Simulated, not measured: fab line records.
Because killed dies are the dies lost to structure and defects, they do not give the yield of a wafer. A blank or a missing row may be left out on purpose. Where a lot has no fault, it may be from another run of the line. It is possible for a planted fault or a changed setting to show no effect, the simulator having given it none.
fab line records	flow gf180mcu
[record] lots = 5	wafers = 15	lastDay = 33
route steps=602 shown V4@487 MIM@503
lots with no fault: from the same line, run without faults
startH: the number of hours between the record's first day and the start of the first shown wafer of the lot	waitH: how many hours have passed since the lot's step before this one	" as in the row above	L1.1+2: a single row standing in for several wafers	- no value, or no start was given	* or withheld: withheld	< > ~ a bound
route shown NAME@n: names a module that has steps shown in the file, with the first one's number in the route	usual: average and standard deviation across the fault-free wafers	same: alike in all rows	chamber/n: place in a boat	sites: readings site by site	_std_site: standard deviation of those values	_edge_site: mean of outer sites minus mean of inner sites	radiusMm: for every site, how far away it sits from the centre of the wafer	mask NAME#n: copy n	behind: the most recent tool/chamber to have shaped the wafer	hold: what put the lot on hold/how long, in hours/how the hold closed	device: the n, p or np transistor that did not switch	end of line: at the end of the route, the tests of the same wafers	a step given without rows: its recipe and nothing more	killed: the dies lost at the first sort to structure and to defects; this is not the yield of the wafer	map: a wafer's dies, marking killed ones x, the rest . and places with no die _
set.NAME: the setting as run; set.NAME@STEP: as run at that earlier step	model.NAME: the simulator's own value behind a step, which no gauge read
lots seen at some steps along the route; tables by step, rows by wafer
services: the hour from which a tool's chamber was out of use, counted from the record's first day as startH (under 0 if before that day), plus the number of hours and why
[[steps]]
[step GF_V4_EXPOSE_11]
[recipe] maskId = Via4	targetCdNm = 260	na = 0.68	sourceShape = conventional	sigmaOuter = 0.6	doseMj = 38
[step GF_V4_PEB_12]
[recipe] pebTempC = 135	pebTimeS = 90	resist = KrF
[step GF_V4_DEVELOP_13]
[recipe] developTimeS = 60	resist = KrF	devTempC = 21
[step GF_V4_CD_MEAS_14]
[recipe] targetCdNm = 260
[usual] cdNm = 259.8/1.3
lot.wafer	tool	chamber	startH	waitH	cdNm
L802.1	cdSem-02	-	584.70	0.1	258.4
L802.2	"	-	"	"	258.3
L802.5	"	-	"	"	260.0
L804.1	cdSem-01	-	602.97	0.1	257.5
L804.3	"	-	"	"	258.9
L804.4	"	-	"	"	258.7
L813.1	cdSem-01	-	673.80	0.1	259.5
L813.4	"	-	"	"	259.1
L813.6	"	-	"	"	259.3
L814.2	cdSem-01	-	680.39	0.1	259.0
L814.4	"	-	"	"	259.2
L814.5	"	-	"	"	259.4
L816.3	cdSem-02	-	692.99	0.1	261.8
L816.5	"	-	"	"	261.8
L816.6	"	-	"	"	260.9
[step GF_V4_OVL_MEAS_15]
[usual] V4_OVL = 2/5.4
lot.wafer	tool	chamber	startH	waitH	V4_OVL[nm]
L802.1	overlay-01	-	584.82	0.1	8
L802.2	"	-	"	"	-2
L802.5	"	-	"	"	0
L804.1	overlay-02	-	603.09	0.1	6
L804.3	"	-	"	"	5
L804.4	"	-	"	"	-1
L813.1	overlay-02	-	673.92	0.1	0
L813.4	"	-	"	"	-3
L813.6	"	-	"	"	2
L814.2	overlay-01	-	680.50	0.1	-3
L814.4	"	-	"	"	-1
L814.5	"	-	"	"	-3
L816.3	overlay-01	-	693.09	0.1	8
L816.5	"	-	"	"	6
L816.6	"	-	"	"	8
[step GF_V4_ETCH_16]
[recipe] chemistry = N2/H2	targetDepthA = withheld	overetchA = withheld	timeS = withheld	target = BARC	ionEnergyEv = 200	sourceW = 500	biasW = 100	pressureMtorr = 30	n2FlowSccm = 100	h2FlowSccm = 200
[usual] drypumpMotorCurrentA = 5.7/0.47	oesProductAu = 0.855/0.0048	rfFwdPowerW = 495.0/1.8	throttleValvePct = 13.224/0.0085
lot.wafer	tool	chamber	startH	waitH	drypumpMotorCurrentA	oesProductAu	rfFwdPowerW	throttleValvePct
L802.1	rieDiel-01	3	584.86	0.0	5.5	0.858	496.1	13.216
L802.2	"	0	"	"	5.7	0.853	498.2	13.226
L802.5	"	1	"	"	6.3	0.860	496.2	13.222
L804.1	rieDiel-04	0	603.13	0.0	6.4	0.856	494.1	13.239
L804.3	"	3	"	"	5.6	0.861	496.0	13.217
L804.4	"	2	"	"	5.7	0.853	494.7	13.241
L813.1	rieDiel-04	3	673.96	0.0	5.6	0.858	494.5	13.229
L813.4	"	1	"	"	5.7	0.864	497.3	13.225
L813.6	"	1	"	"	5.7	0.847	497.6	13.220
L814.2	rieDiel-04	0	680.53	0.0	6.3	0.855	491.1	13.218
L814.4	"	1	"	"	5.7	0.860	497.7	13.229
L814.5	"	2	"	"	5.7	0.857	492.7	13.227
L816.3	rieDiel-01	3	693.11	0.0	5.5	0.847	493.8	13.236
L816.5	"	3	"	"	5.5	0.854	494.1	13.202
L816.6	"	0	"	"	5.6	0.860	495.2	13.222
[step GF_V4_ETCH_17]
[recipe] chemistry = C4F8/O2/Ar	maskMaterial = KrF	target = SiO2	stopOn = TiN	sourceW = 1500	biasW = 1200	pressureMtorr = 40	c4f8FlowSccm = withheld	O2_flow_sccm = 6	Ar_flow_sccm = 300	timeS = withheld	targetDepthA = 6300
[step GF_V4_STRIP_18]
[recipe] chemistry = O2/N2	powerW = 1400	pressureMtorr = 1500	platenTempC = 250	o2FlowSccm = 3000	n2FlowSccm = 300	overashFraction = 0.5
[usual] drypumpMotorCurrentA = 5.8/0.3	heaterPowerW = 325/21	oesProductAu = 0.593/0.0051
lot.wafer	tool	chamber	startH	waitH	drypumpMotorCurrentA	heaterPowerW	oesProductAu	rfHoursCounterH
L802.1	plasmaAsher-01	0	584.99	-	5.8	325	0.590	101
L802.2	"	1	"	"	5.9	326	0.595	101
L802.5	"	0	"	"	5.8	331	0.588	-
L804.1	plasmaAsher-04	0	603.26	-	6.2	319	0.593	53
L804.3	"	0	"	"	6.3	306	0.594	-
L804.4	"	1	"	"	5.3	344	0.591	-
L813.1	plasmaAsher-01	1	674.09	-	5.9	335	0.599	110
L813.4	"	1	"	"	5.9	333	0.589	-
L813.6	"	1	"	"	5.9	326	0.587	-
L814.2	plasmaAsher-04	0	680.66	-	6.3	320	0.589	62
L814.4	"	0	"	"	6.3	310	0.590	-
L814.5	"	0	"	"	6.3	312	0.597	-
L816.3	plasmaAsher-04	0	693.27	-	6.2	307	0.605	-
L816.5	"	1	"	"	5.4	344	0.595	-
L816.6	"	0	"	"	6.3	317	0.586	-
[step GF_V4_STRIP_19]
[recipe] chemistry = postEtchResidueRemover	timeS = 1200	tempC = 72.5
[step GF_V4_CLEAN_20]
[recipe] chemistry = DIW	dry = n2Spin
[step GF_V4_SPUTTER_21]
[recipe] material = Ti	targetThkNm = 15	chamberPressurePa = 5	powerW = 2500	substrateTempC = 200	timeS = 80.02
[usual] throttleValvePct = 30.0/0.94
lot.wafer	tool	chamber	startH	waitH	throttleValvePct
L802.1	pvdSputter-02	-	585.52	0.0	30.4
L802.2	"	-	"	"	29.4
L802.5	"	-	"	"	31.5
L804.1	pvdSputter-02	-	603.79	0.0	29.5
L804.3	"	-	"	"	29.3
L804.4	"	-	"	"	31.2
L813.1	pvdSputter-01	-	674.62	0.0	30.6
L813.4	"	-	"	"	30.4
L813.6	"	-	"	"	27.9
L814.2	pvdSputter-04	-	681.19	0.0	29.3
L814.4	"	-	"	"	29.1
L814.5	"	-	"	"	30.4
L816.3	pvdSputter-02	-	693.80	0.0	31.5
L816.5	"	-	"	"	29.5
L816.6	"	-	"	"	29.8
[step GF_V4_SPUTTER_22]
[recipe] material = TiN	targetThkNm = 10	chamberPressurePa = 5	powerW = 4000	timeS = 40
[usual] throttleValvePct = 30.0/0.95
lot.wafer	tool	chamber	startH	waitH	throttleValvePct
L802.1	pvdSputter-02	-	585.58	0.0	30.1
L802.2	"	-	"	"	29.6
L802.5	"	-	"	"	31.3
L804.1	pvdSputter-02	-	603.85	0.0	29.7
L804.3	"	-	"	"	29.7
L804.4	"	-	"	"	31.2
L813.1	pvdSputter-01	-	674.68	0.0	30.3
L813.4	"	-	"	"	30.8
L813.6	"	-	"	"	27.7
L814.2	pvdSputter-04	-	681.25	0.0	29.2
L814.4	"	-	"	"	29.2
L814.5	"	-	"	"	30.5
L816.3	pvdSputter-02	-	693.86	0.0	31.2
L816.5	"	-	"	"	29.5
L816.6	"	-	"	"	29.7
[step GF_V4_CVD_23]
[recipe] material = W	targetThkNm = 350	timeS = 104.9	tempC = 400	pressureTorr = 40
[usual] chamberPressureTorr = 39.99/0.079	heaterPowerW = 914/100
lot.wafer	tool	chamber	startH	waitH	chamberPressureTorr	heaterPowerW	model.W_of_V4_CVD_23.thkNm
L802.1	cvdW-02	1	585.62	0.0	40.08	949	345.4
L802.2	"	0	"	"	39.93	780	345.2
L802.5	"	1	"	"	40.00	952	347.5
L804.1	cvdW-01	0	603.89	0.0	40.05	1020	346.5
L804.3	"	1	"	"	39.97	843	351.3
L804.4	"	0	"	"	39.89	1040	347.3
L813.1	cvdW-01	0	674.72	0.0	39.99	1062	345
L813.4	"	0	"	"	40.00	1039	347
L813.6	"	0	"	"	39.97	1046	293
L814.2	cvdW-02	0	681.29	0.0	39.95	793	348.2
L814.4	"	0	"	"	40.08	805	348.6
L814.5	"	0	"	"	39.98	801	344.4
L816.3	cvdW-02	1	693.94	0.1	39.93	954	351.3
L816.5	"	0	"	"	40.18	797	350.8
L816.6	"	1	"	"	39.89	956	347.2
[step GF_V4_RS_MEAS_24]
[recipe] thkMeasGauge = four-point-probe	reads = W_of_V4_CVD_23+TiN_of_V4_SPUTTER_22+Ti_of_V4_SPUTTER_21
[usual] V4_W_RS = 0.329/0.0041
lot.wafer	tool	chamber	startH	waitH	V4_W_RS[ohm/sq]
L802.1	filmMetro-04	-	585.74	0.1	0.331
L802.2	"	-	"	"	0.331
L802.5	"	-	"	"	0.330
L804.1	filmMetro-02	-	604.00	0.1	0.330
L804.3	"	-	"	"	0.326
L804.4	"	-	"	"	0.330
L813.1	filmMetro-04	-	674.83	0.1	0.333
L813.4	"	-	"	"	0.330
L813.6	"	-	"	"	0.392
L814.2	filmMetro-03	-	681.42	0.1	0.329
L814.4	"	-	"	"	0.329
L814.5	"	-	"	"	0.332
L816.3	filmMetro-02	-	694.06	0.1	0.326
L816.5	"	-	"	"	0.326
L816.6	"	-	"	"	0.330
[step GF_V4_THK_MEAS_25]
[recipe] thkMeasGauge = xrf	reads = W_of_V4_CVD_23
[usual] V4_W_THK = 341/5
lot.wafer	tool	chamber	startH	waitH	V4_W_THK[nm]
L802.1	filmMetro-04	-	585.86	0.1	340
L802.2	"	-	"	"	342
L802.5	"	-	"	"	341
L804.1	filmMetro-02	-	604.12	0.1	333
L804.3	"	-	"	"	337
L804.4	"	-	"	"	331
L813.1	filmMetro-04	-	674.95	0.1	339
L813.4	"	-	"	"	341
L813.6	"	-	"	"	288
L814.2	filmMetro-03	-	681.53	0.1	343
L814.4	"	-	"	"	340
L814.5	"	-	"	"	338
L816.3	filmMetro-02	-	694.16	0.1	344
L816.5	"	-	"	"	342
L816.6	"	-	"	"	341
[step GF_V4_CMP_26]
[recipe] stopOn = SiO2	downForcePsi = 3.5	platenRpm = 60	tOverpolishS = 15	targetThkNm = 0	padVelocityMS = 0.94248
[usual] edgeZonePressureFrac = 0.999/0.0053	motorCurrentA = 11.6/1.2	slurryFilterDpKPa = 13.50/0.14	timeToEndpointS = 84/3.8
lot.wafer	tool	chamber	startH	waitH	edgeZonePressureFrac	motorCurrentA	slurryFilterDpKPa	timeToEndpointS
L802.1	cmp-01	3	585.92	0.1	1.006	11.9	13.21	85
L802.2	"	1	"	"	0.997	11.9	13.55	83
L802.5	"	0	"	"	1.004	9.4	13.39	87
L804.1	cmp-02	3	604.18	0.1	1.002	10.8	13.50	86
L804.4	"	0	"	"	1.002	11.1	13.67	76
L804.3	"	1	"	"	1.002	13.2	13.70	77
L813.4	cmp-01	2	675.11	0.1	0.997	12.4	13.40	83
L813.1	"	3	"	"	1.004	12.4	13.56	84
L813.6	"	1	"	"	1.000	12.5	13.73	70
L814.4	cmp-02	2	681.63	0.1	0.992	12.8	13.61	87
L814.2	"	3	"	"	1.004	11.3	13.67	90
L814.5	"	1	"	"	0.998	12.3	13.42	79
L816.3	cmp-01	2	694.35	0.2	0.995	11.6	13.47	83
L816.6	"	3	"	"	0.998	12.4	13.69	86
L816.5	"	0	"	"	0.995	9.7	13.20	86
[step GF_MIM_SPUTTER_00]
[recipe] material = Ti	targetThkNm = 37.5	arrivingIonEnergyEv = 80	substrateTempC = 200	chamberPressurePa = 2	powerW = 4000	timeS = 150
[usual] throttleValvePct = 30.1/1.2
lot.wafer	tool	chamber	startH	waitH	throttleValvePct
L802.1	pvdSputter-01	-	586.22	0.2	30.9
L802.2	"	-	"	"	27.8
L802.5	"	-	"	"	31.0
L804.1	pvdSputter-04	-	604.48	0.2	31.5
L804.3	"	-	"	"	29.4
L804.4	"	-	"	"	29.3
L813.1	pvdSputter-03	-	675.31	0.1	29.1
L813.4	"	-	"	"	29.3
L813.6	"	-	"	"	32.2
L814.2	pvdSputter-03	-	681.88	0.1	30.7
L814.4	"	-	"	"	32.1
L814.5	"	-	"	"	28.9
L816.3	pvdSputter-01	-	694.50	0.1	30.7
L816.5	"	-	"	"	30.0
L816.6	"	-	"	"	30.9
[[services]]
tool	chamber	startH	hours	kind
cvdW-01	1	561.18	21.2	repair
cmp-01	-	564.18	5.1	pm
cvdW-02	1	567.93	10.9	repair
cmp-02	-	573.54	4.0	pm
plasmaAsher-01	-	587.37	1.9	repair
rieDiel-01	2	599.53	7.0	repair
pvdSputter-01	-	600.69	5.3	repair
pvdSputter-04	-	603.04	1.2	repair
cmp-01	-	604.04	0.4	repair
pvdSputter-01	-	609.77	1.6	repair
cmp-01	-	612.61	7.9	repair
rieDiel-04	0	616.68	10.0	repair
cvdW-02	0	616.79	8.8	repair
pvdSputter-01	-	621.88	10.5	repair
rieDiel-01	0	626.03	1.4	repair
cvdW-01	1	627.26	5.3	repair
cvdW-01	1	642.02	5.5	repair
cmp-02	-	648.36	4.4	pm
rieDiel-04	-	667.87	2.8	pm
rieDiel-04	-	671.13	1.2	repair
cmp-01	-	680.76	0.9	repair
pvdSputter-04	-	685.41	2.9	repair
rieDiel-04	2	689.45	3.6	repair
rieDiel-04	3	691.15	2.7	repair
[[key]]
[firstSign] step = GF_V4_RS_MEAS_24	reading = V4_W_RS	direction = up	sigmas = 16	usual = 0.329	struck = 0.392
[effect] step = GF_V4_THK_MEAS_25	reading = V4_W_THK	direction = down	sigmas = 11	usual = 341	struck = 288
[effect] step = GF_V4_CMP_26	reading = timeToEndpointS	direction = down	sigmas = 3.7	usual = *	struck = *
[modelEffect] step = GF_V4_CVD_23	value = W_of_V4_CVD_23.thkNm	without = 347.4	struck = 293
metAt GF_V4_CVD_23
struckWafers L813.6
onsetBetween 603.89 674.72
[fault] kind = processParameterDrift	tool = cvdW-01	chamber = -	onsetH = 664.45	steps = GF_V4_CVD_23	channel = targetThkNm	offset = -54.794	shape = step	endH = 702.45	scope = struckWafersOnly	actsIn = theseRecipesOnly	stated = 350
